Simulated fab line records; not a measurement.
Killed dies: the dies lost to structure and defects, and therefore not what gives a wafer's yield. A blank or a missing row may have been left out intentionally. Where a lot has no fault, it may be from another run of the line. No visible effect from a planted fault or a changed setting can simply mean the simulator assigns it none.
fab line records -- flow sky130
record: lots: 7, wafers: 21, last_day: 50
route steps=708 shown LOCAL_INTERCONNECT@391 PAD_OPEN@708
lots untouched by any fault: they come from a run of this same line in which no faults occurred
start_h: start of the lot's first displayed wafer, in hours after the record's first day -- wait_h: hours since the lot's step before -- " identical to the entry in the row above -- L1.1+2: a single row standing in for several wafers -- - either no value or no given start -- * or withheld: withheld -- < > ~ a bound
route shown NAME@n: a module of which the file shows steps, and the number in the route of the first -- usual: mean and standard deviation over wafers with no fault -- same: alike in all rows -- chamber/n: place in a boat -- sites: the reading at each site -- _std_site: standard deviation of those values -- _edge_site: the outer-site mean with the inner-site mean subtracted -- radius_mm: how far each site lies from the wafer's centre -- mask NAME#n: copy n -- behind: the tool/chamber that last shaped the wafer -- hold: cause of the lot's hold/its duration in hours/its outcome -- device: whichever transistor did not switch (one of n, p or np) -- end of line: tests run on the same wafers once the route is complete -- a step given without rows: its recipe and nothing more -- killed: count of dies lost to structure and defects at first sort (not the wafer's yield) -- map: a wafer's dies, marking killed ones x, the rest . and places with no die _
set.NAME: the setting that was run; set.NAME@STEP: the one run at that earlier step -- model.NAME: the simulator's own value behind a step, which no gauge read
a table for each step, a row for each wafer; lots at some steps of the route
services: from which hour (start_h, from the record's first day; less than 0 if before it) a tool's chamber was out of use, for how many hours, and why
== steps ==
step: SKY_LOCAL_INTERCONNECT_HMDS_04
recipe: prime_time_s: 60, prime_temp_c: 120
step: SKY_LOCAL_INTERCONNECT_COAT_05
recipe: resist: BARC, temp_c: withheld, time_s: withheld, spin_rpm: 3000, resist_thk_nm: 60
step: SKY_LOCAL_INTERCONNECT_COAT_06
recipe: resist: KrF-thick, spin_rpm: 3000, resist_thk_nm: 445.2
step: SKY_LOCAL_INTERCONNECT_SOFTBAKE_07
recipe: temp_c: 100, time_s: 90, resist: KrF-thick
step: SKY_LOCAL_INTERCONNECT_EXPOSE_08
recipe: mask_id: LI1M, na: 0.8, source_shape: annular, sigma_inner: 0.55, sigma_outer: 0.85, target_cd_nm: 170, dose_mj: 28
step: SKY_LOCAL_INTERCONNECT_PEB_09
recipe: peb_temp_c: withheld, peb_time_s: withheld, resist: KrF-thick
step: SKY_LOCAL_INTERCONNECT_DEVELOP_10
recipe: develop_time_s: 60, resist: KrF-thick, dev_temp_c: 21
step: SKY_LOCAL_INTERCONNECT_CD_MEAS_11
recipe: target_cd_nm: 170
usual: cd_nm: 169.8/1.6
lot.wafer,tool,chamber,start_h,wait_h,cd_nm
L133.2,cd_sem-01,-,761.18,-,170.7
L133.4,cd_sem-01,-,761.18,-,170.0
L133.6,cd_sem-01,-,761.18,-,171.2
L135.1,cd_sem-01,-,767.92,-,170.7
L135.2,cd_sem-01,-,767.92,-,171.2
L135.6,cd_sem-01,-,767.92,-,172.2
L139.4,cd_sem-02,-,798.45,-,172.8
L139.5,cd_sem-02,-,798.45,-,174.3
L139.6,cd_sem-02,-,798.45,-,171.7
L141.2,cd_sem-01,-,810.91,-,172.1
L141.5,cd_sem-01,-,810.91,-,171.0
L141.6,cd_sem-01,-,810.91,-,172.3
L140.1,cd_sem-01,-,813.36,-,170.7
L140.5,cd_sem-01,-,813.36,-,171.8
L140.6,cd_sem-01,-,813.36,-,170.6
L149.1,cd_sem-02,-,865.91,-,170.5
L149.4,cd_sem-02,-,865.91,-,169.6
L149.5,cd_sem-02,-,865.91,-,171.1
L150.1,cd_sem-01,-,876.26,-,168.9
L150.3,cd_sem-01,-,876.26,-,169.7
L150.5,cd_sem-01,-,876.26,-,168.8
step: SKY_LOCAL_INTERCONNECT_OVL_MEAS_12
usual: LOCAL_INTERCONNECT_OVL: -3/5.5
lot.wafer,tool,chamber,start_h,wait_h,LOCAL_INTERCONNECT_OVL[nm]
L133.2,overlay-01,-,761.29,0.1,-3
L133.4,overlay-01,-,761.29,0.1,-9
L133.6,overlay-01,-,761.29,0.1,-5
L135.1,overlay-02,-,768.04,0.1,3
L135.2,overlay-02,-,768.04,0.1,8
L135.6,overlay-02,-,768.04,0.1,11
L139.4,overlay-01,-,798.52,0.1,-6
L139.5,overlay-01,-,798.52,0.1,-3
L139.6,overlay-01,-,798.52,0.1,-10
L141.2,overlay-01,-,811.01,0.1,-1
L141.5,overlay-01,-,811.01,0.1,1
L141.6,overlay-01,-,811.01,0.1,1
L140.1,overlay-01,-,813.48,0.1,-8
L140.5,overlay-01,-,813.48,0.1,-6
L140.6,overlay-01,-,813.48,0.1,-5
L149.1,overlay-02,-,866.03,0.1,-5
L149.4,overlay-02,-,866.03,0.1,-4
L149.5,overlay-02,-,866.03,0.1,-2
L150.1,overlay-01,-,876.38,0.1,6
L150.3,overlay-01,-,876.38,0.1,3
L150.5,overlay-01,-,876.38,0.1,3
step: SKY_LOCAL_INTERCONNECT_ETCH_13
recipe: chemistry: N2/H2, target: BARC, ion_energy_ev: 200, bias_w: 100, pressure_mtorr: 30, n2_flow_sccm: 100, h2_flow_sccm: 200, icp_w: 500, stop_on: SiO2, time_s: 45.9, target_depth_a: 600
usual: chamber_pressure_mTorr: 29.998/0.029, drypump_motor_current_A: 5.5/0.5, h2_flow_sccm: 199.9/0.63, he_backside_leak_sccm: 3.32/0.2, oes_product_au: 0.856/0.0045, rf_fwd_power_W: 494.6/1.7, throttle_valve_pct: 13.227/0.0088
same: time_s: 45.9
lot.wafer,tool,chamber,start_h,wait_h,chamber_pressure_mTorr,drypump_motor_current_A,h2_flow_sccm,he_backside_leak_sccm,oes_product_au,rf_fwd_power_W,rf_hours_counter_h,throttle_valve_pct
L133.2,rie_metal-03,0,761.32,0.0,30.045,5.1,200.2,3.19,0.859,496.7,4,13.226
L133.4,rie_metal-03,0,761.32,0.0,29.980,5.1,200.7,3.49,0.860,496.4,-,13.241
L133.6,rie_metal-03,0,761.32,0.0,29.993,5.1,200.1,3.59,0.861,495.3,-,13.224
L135.1,rie_metal-03,1,768.07,0.0,29.980,6.2,199.9,3.01,0.858,496.4,2,13.225
L135.2,rie_metal-03,0,768.07,0.0,30.030,5.1,200.0,3.85,0.855,492.9,4,13.230
L135.6,rie_metal-03,0,768.07,0.0,29.966,5.1,199.1,3.64,0.846,494.5,-,13.213
L139.4,rie_metal-04,1,798.60,0.1,30.013,5.4,199.5,3.35,0.854,491.9,-,13.243
L139.5,rie_metal-04,1,798.60,0.1,29.972,5.4,199.7,3.35,0.859,494.4,-,13.224
L139.6,rie_metal-04,1,798.60,0.1,29.987,5.4,199.1,3.30,0.858,493.4,-,13.226
L141.2,rie_metal-04,1,811.06,0.0,30.090,5.4,200.1,3.43,0.858,495.9,-,13.232
L141.5,rie_metal-04,1,811.06,0.0,30.027,5.4,200.0,3.33,0.850,494.7,-,13.235
L141.6,rie_metal-04,1,811.06,0.0,29.988,5.5,199.3,3.33,0.860,495.0,-,13.223
L140.1,rie_metal-03,0,813.52,0.0,29.984,5.1,200.7,3.17,0.856,494.8,6,13.229
L140.5,rie_metal-03,0,813.52,0.0,30.023,5.1,200.3,3.27,0.850,495.6,-,13.234
L140.6,rie_metal-03,1,813.52,0.0,30.075,6.2,199.1,3.07,0.856,493.9,-,13.225
L149.1,rie_metal-01,1,866.07,0.0,29.991,5.9,200.6,3.40,0.855,496.5,12,13.229
L149.4,rie_metal-01,1,866.07,0.0,29.920,5.9,199.6,3.32,0.847,494.0,-,13.218
L149.5,rie_metal-01,0,866.07,0.0,30.003,4.8,199.6,3.08,0.854,494.1,-,13.236
L150.1,rie_metal-03,1,876.42,0.0,30.035,6.2,200.2,3.05,0.852,494.8,6,13.230
L150.3,rie_metal-03,0,876.42,0.0,30.034,5.1,199.2,3.69,0.848,492.1,-,13.217
L150.5,rie_metal-03,1,876.42,0.0,29.971,6.2,199.6,3.10,0.857,494.3,-,13.221
step: SKY_LOCAL_INTERCONNECT_METAL_ETCH_14
recipe: target_depth_nm: 110, stop_on: PSG, chemistry: Cl2/BCl3, target: TiN, resist_sidewall_deg: 88, pressure_mtorr: 10, icp_w: 900, bias_w: 48.5, Cl2_flow_sccm: 60, bcl3_flow_sccm: 30, time_s: 31.4
usual: chamber_pressure_mTorr: 10.000/0.0093, drypump_motor_current_A: 5.5/0.5, he_backside_leak_sccm: 3.28/0.19, oes_product_au: 0.941/0.0075, rf_fwd_power_W: 888/4.5, throttle_valve_pct: 21.903/0.0094
same: time_s: 31.4
lot.wafer,tool,chamber,start_h,wait_h,chamber_pressure_mTorr,drypump_motor_current_A,he_backside_leak_sccm,oes_product_au,rf_fwd_power_W,rf_hours_counter_h,throttle_valve_pct
L133.2,rie_metal-03,0,761.38,0.0,9.998,5.1,3.04,0.946,886,4,21.919
L133.4,rie_metal-03,0,761.38,0.0,9.993,5.1,2.94,0.933,886,-,21.907
L133.6,rie_metal-03,0,761.38,0.0,9.998,5.1,3.45,0.937,887,-,21.910
L135.1,rie_metal-03,1,768.14,0.0,10.002,6.1,3.06,0.944,884,2,21.900
L135.2,rie_metal-03,0,768.14,0.0,9.986,5.1,3.18,0.931,887,4,21.908
L135.6,rie_metal-03,0,768.14,0.0,10.000,5.1,3.30,0.930,888,-,21.913
L139.4,rie_metal-04,1,798.72,0.1,9.995,5.4,3.31,0.930,891,-,21.918
L139.5,rie_metal-04,1,798.72,0.1,10.015,5.4,3.26,0.926,895,-,21.909
L139.6,rie_metal-04,1,798.72,0.1,10.011,5.4,3.12,0.927,892,-,21.912
L141.2,rie_metal-04,1,811.18,0.1,9.997,5.4,3.31,0.941,889,-,21.905
L141.5,rie_metal-04,1,811.18,0.1,9.988,5.5,3.24,0.933,891,-,21.897
L141.6,rie_metal-04,1,811.18,0.1,9.995,5.4,3.30,0.934,892,-,21.902
L140.1,rie_metal-03,0,813.58,0.0,9.986,5.1,3.46,0.943,889,6,21.902
L140.5,rie_metal-03,0,813.58,0.0,9.992,5.1,3.54,0.930,888,-,21.900
L140.6,rie_metal-03,1,813.58,0.0,9.995,6.2,3.12,0.945,883,-,21.913
L149.1,rie_metal-01,1,866.13,0.0,10.015,5.9,3.36,0.942,892,12,21.907
L149.4,rie_metal-01,1,866.13,0.0,10.004,5.9,3.27,0.938,886,-,21.901
L149.5,rie_metal-01,0,866.13,0.0,10.016,4.7,3.12,0.946,883,-,21.898
L150.1,rie_metal-03,1,876.48,0.0,9.986,6.2,3.14,0.954,882,6,21.915
L150.3,rie_metal-03,0,876.48,0.0,10.000,5.1,3.58,0.945,888,-,21.909
L150.5,rie_metal-03,1,876.48,0.0,10.003,6.2,3.14,0.945,883,-,21.898
step: SKY_LOCAL_INTERCONNECT_STRIP_15
recipe: chemistry: O2/N2, power_w: 1400, pressure_mtorr: 1500, platen_temp_c: withheld, o2_flow_sccm: 3000, n2_flow_sccm: 300, overash_fraction: 0.5
usual: chamber_pressure_mTorr: 1500.2/1.5, drypump_motor_current_A: 6.1/0.41, oes_product_au: 0.426/0.0044, strip_time_to_endpoint_s: 4.693/0.024
lot.wafer,tool,chamber,start_h,wait_h,chamber_pressure_mTorr,drypump_motor_current_A,oes_product_au,rf_hours_counter_h,strip_time_to_endpoint_s
L133.2,plasma_asher-02,1,761.43,0.0,1501.0,5.4,0.418,56,4.673
L133.4,plasma_asher-02,1,761.43,0.0,1501.0,5.4,0.425,-,4.696
L133.6,plasma_asher-02,0,761.43,0.0,1498.9,6.0,0.429,-,4.679
L135.1,plasma_asher-04,0,768.19,0.0,1502.2,6.4,0.428,95,4.682
L135.2,plasma_asher-04,1,768.19,0.0,1502.2,5.8,0.431,95,4.709
L135.6,plasma_asher-04,1,768.19,0.0,1501.9,5.8,0.427,-,4.707
L139.4,plasma_asher-01,1,798.80,0.1,1501.4,6.5,0.421,-,4.689
L139.5,plasma_asher-01,1,798.80,0.1,1499.9,6.5,0.426,-,4.724
L139.6,plasma_asher-01,0,798.80,0.1,1498.4,6.7,0.428,-,4.709
L141.2,plasma_asher-01,0,811.27,0.1,1499.5,6.7,0.428,39,4.677
L141.5,plasma_asher-01,1,811.27,0.1,1497.6,6.4,0.423,-,4.699
L141.6,plasma_asher-01,0,811.27,0.1,1498.3,6.7,0.427,-,4.696
L140.1,plasma_asher-04,1,813.63,0.0,1500.2,5.8,0.425,99,4.701
L140.5,plasma_asher-04,0,813.63,0.0,1503.1,6.4,0.419,-,4.709
L140.6,plasma_asher-04,1,813.63,0.0,1503.1,5.8,0.429,-,4.695
L149.1,plasma_asher-04,0,866.18,0.0,1499.8,6.4,0.433,105,4.719
L149.4,plasma_asher-04,1,866.18,0.0,1499.1,5.8,0.424,-,4.731
L149.5,plasma_asher-04,0,866.18,0.0,1500.5,6.4,0.435,-,4.717
L150.1,plasma_asher-04,0,876.53,0.0,1497.8,6.4,0.427,107,4.652
L150.3,plasma_asher-04,0,876.53,0.0,1498.8,6.4,0.421,-,4.681
L150.5,plasma_asher-04,1,876.53,0.0,1498.5,5.8,0.422,-,4.638
step: SKY_LOCAL_INTERCONNECT_STRIP_16
recipe: chemistry: post_etch_residue_remover, time_s: 1223, temp_c: 72.5
usual: bath_guard_temp_C: 72.4/0.46, bath_heat_duty_pct: 14.7/1.4, time_s: 1223/0
lot.wafer,tool,chamber,start_h,wait_h,bath_guard_temp_C,bath_heat_duty_pct,time_s
L133.2,wet_bench-04,1,761.53,0.1,72.3,14.0,1223
L133.4,wet_bench-04,1,761.53,0.1,72.7,12.9,1223
L133.6,wet_bench-04,1,761.53,0.1,72.1,14.7,1223
L135.1,wet_bench-03,2,768.29,0.1,72.9,17.1,1223
L135.2,wet_bench-03,2,768.29,0.1,72.9,16.4,1223
L135.6,wet_bench-03,2,768.29,0.1,73.1,16.0,1223
L139.4,wet_bench-04,1,798.87,0.0,-,-,-
L139.5,wet_bench-04,1,798.87,0.0,-,-,-
L139.6,wet_bench-04,1,798.87,0.0,-,-,-
L141.2,wet_bench-02,1,811.37,0.1,-,-,-
L141.5,wet_bench-02,1,811.37,0.1,-,-,-
L141.6,wet_bench-02,1,811.37,0.1,-,-,-
L140.1,wet_bench-02,3,813.73,0.1,-,-,-
L140.5,wet_bench-02,3,813.73,0.1,-,-,-
L140.6,wet_bench-02,3,813.73,0.1,-,-,-
L149.1,wet_bench-03,2,866.28,0.1,72.6,15.6,1223
L149.4,wet_bench-03,2,866.28,0.1,73.1,17.8,1223
L149.5,wet_bench-03,2,866.28,0.1,72.8,17.3,1223
L150.1,wet_bench-04,1,876.63,0.1,72.6,13.8,1223
L150.3,wet_bench-04,1,876.63,0.1,72.4,12.9,1223
L150.5,wet_bench-04,1,876.63,0.1,72.3,13.9,1223
step: SKY_LOCAL_INTERCONNECT_CLEAN_17
recipe: chemistry: IPA, time_s: 180, temp_c: 25
step: SKY_PAD_OPEN_PROBE_99
usual: killed_at_M0_to_M3: 44/6.8, killed_at_M4_up: 2.9/1.7, killed_at_contacts: 24/5.2, killed_at_front_end: 15/4, killed_at_other: 0.2/0.44, killed_dies: 86/9.9, killed_open: 47/7.9, killed_short: 39/6.3
same: gross_dies: 492, killed_at_back_side: 0
lot.wafer,tool,chamber,start_h,wait_h,killed_at_M0_to_M3,killed_at_M4_up,killed_at_contacts,killed_at_front_end,killed_at_other,killed_dies,killed_open,killed_short
L135.1,prober-02,-,1123.36,0.1,43,2,25,13,0,83,40,43
L135.2,prober-02,-,1123.41,0.1,50,3,23,15,0,91,49,41
L135.6,prober-02,-,1123.61,0.2,43,1,17,14,0,75,41,34
L139.4,prober-02,-,1143.99,0.2,55,3,33,15,0,106,58,47
L139.5,prober-02,-,1144.04,0.2,45,4,35,18,0,102,57,45
L139.6,prober-02,-,1144.09,0.2,43,4,29,11,0,87,54,32
L141.5,prober-01,-,1155.66,0.2,39,2,26,10,0,77,49,28
L141.6,prober-01,-,1155.71,0.2,32,4,26,12,1,75,37,37
L140.1,prober-02,-,1158.69,0.1,53,5,18,19,0,95,49,46
killed by level:class
L135.1 METAL1:geometric_particle:short=9 VIA1:geometric_particle:open=9 CONTACT:geometric_particle:open=8 CONTACT:geometric_particle:short=7 VIA3:geometric_particle:open=7 VIA1:geometric_particle:short=6 FIELD_ISO:geometric_particle:open=5 FIELD_ISO:geometric_particle:short=4
L135.2 CONTACT:geometric_particle:open=13 VIA3:geometric_particle:open=12 METAL1:geometric_particle:short=8 FIELD_ISO:geometric_particle:open=6 VIA1:geometric_particle:open=6 VIA1:geometric_particle:short=5 METAL2:geometric_particle:short=5 LOCAL_INTERCONNECT:geometric_particle:short=4
L135.6 VIA1:geometric_particle:open=14 CONTACT:geometric_particle:open=7 FIELD_ISO:geometric_particle:short=6 METAL2:geometric_particle:short=6 VIA1:geometric_particle:short=5 FIELD_ISO:geometric_particle:open=3 LI_CONTACT:geometric_particle:short=3 LI_CONTACT:geometric_particle:open=3
L139.4 CONTACT:geometric_particle:open=13 METAL1:geometric_particle:short=10 VIA2:geometric_particle:open=9 VIA3:geometric_particle:open=9 VIA1:geometric_particle:open=8 LI_CONTACT:geometric_particle:open=6 LOCAL_INTERCONNECT:geometric_particle:short=6 METAL2:geometric_particle:short=5
L139.5 CONTACT:geometric_particle:open=14 VIA3:geometric_particle:open=9 VIA2:geometric_particle:open=8 LOCAL_INTERCONNECT:geometric_particle:short=7 METAL2:geometric_particle:short=7 LI_CONTACT:geometric_particle:open=6 METAL1:geometric_particle:short=6 POLY_GATE:geometric_particle:short=5
L139.6 LI_CONTACT:geometric_particle:open=11 CONTACT:geometric_particle:open=9 VIA1:geometric_particle:open=9 VIA3:geometric_particle:open=8 VIA2:geometric_particle:open=7 POLY_GATE:geometric_particle:open=4 METAL1:geometric_particle:short=4 VIA1:geometric_particle:short=4
L141.5 CONTACT:geometric_particle:open=11 VIA1:geometric_particle:open=10 LI_CONTACT:geometric_particle:open=8 METAL1:geometric_particle:short=8 VIA2:geometric_particle:open=7 CONTACT:geometric_particle:short=5 VIA3:geometric_particle:open=4 VIA1:geometric_particle:short=3
L141.6 CONTACT:geometric_particle:open=11 CONTACT:geometric_particle:short=7 VIA1:geometric_particle:open=6 FIELD_ISO:geometric_particle:short=5 METAL1:geometric_particle:short=5 VIA3:geometric_particle:open=5 FIELD_ISO:geometric_particle:open=4 LI_CONTACT:geometric_particle:open=3
L140.1 VIA1:geometric_particle:open=14 VIA1:geometric_particle:short=8 METAL1:geometric_particle:short=7 VIA2:geometric_particle:open=7 VIA3:geometric_particle:open=7 CONTACT:geometric_particle:open=6 FIELD_ISO:geometric_particle:open=5 METAL4:geometric_particle:short=5
== services ==
tool,chamber,start_h,hours,kind
rie_metal-04,0,779.75,-,clean
rie_metal-04,0,779.75,32.6,scheduled_down
rie_metal-04,0,779.75,32.6,vent_cycle
rie_metal-04,-,798.77,2.8,pm
plasma_asher-01,-,808.07,0.4,repair
rie_metal-04,1,812.39,-,clean
rie_metal-04,1,812.39,24.4,scheduled_down
rie_metal-04,1,812.39,24.4,vent_cycle
wet_bench-02,-,828.47,2.5,repair
plasma_asher-01,-,836.00,26.8,repair
== key ==
first_sign: step: SKY_LOCAL_INTERCONNECT_STRIP_16, reading: tool_record, direction: missing
effect none on later readings
met_at SKY_LOCAL_INTERCONNECT_STRIP_16
struck_wafers L139.4,L139.5,L139.6,L140.1,L140.5,L140.6,L141.2,L141.5,L141.6
tester_left_out L139,L140,L141
onset_between 761.53 798.87
fault: kind: skipped_step_whole, tool: wet_bench-02,wet_bench-04, chamber: -, onset_h: 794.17, steps: SKY_LOCAL_INTERCONNECT_STRIP_16, scope: struck_lots_only
tester_left_out: of these lots the tester's yield and bins aren't shown, on N5 and GAA mostly nor the transistor test; their killed dies are dies lost to structure and defects alone, not to doping, threshold or leakage, so they don't give the yield
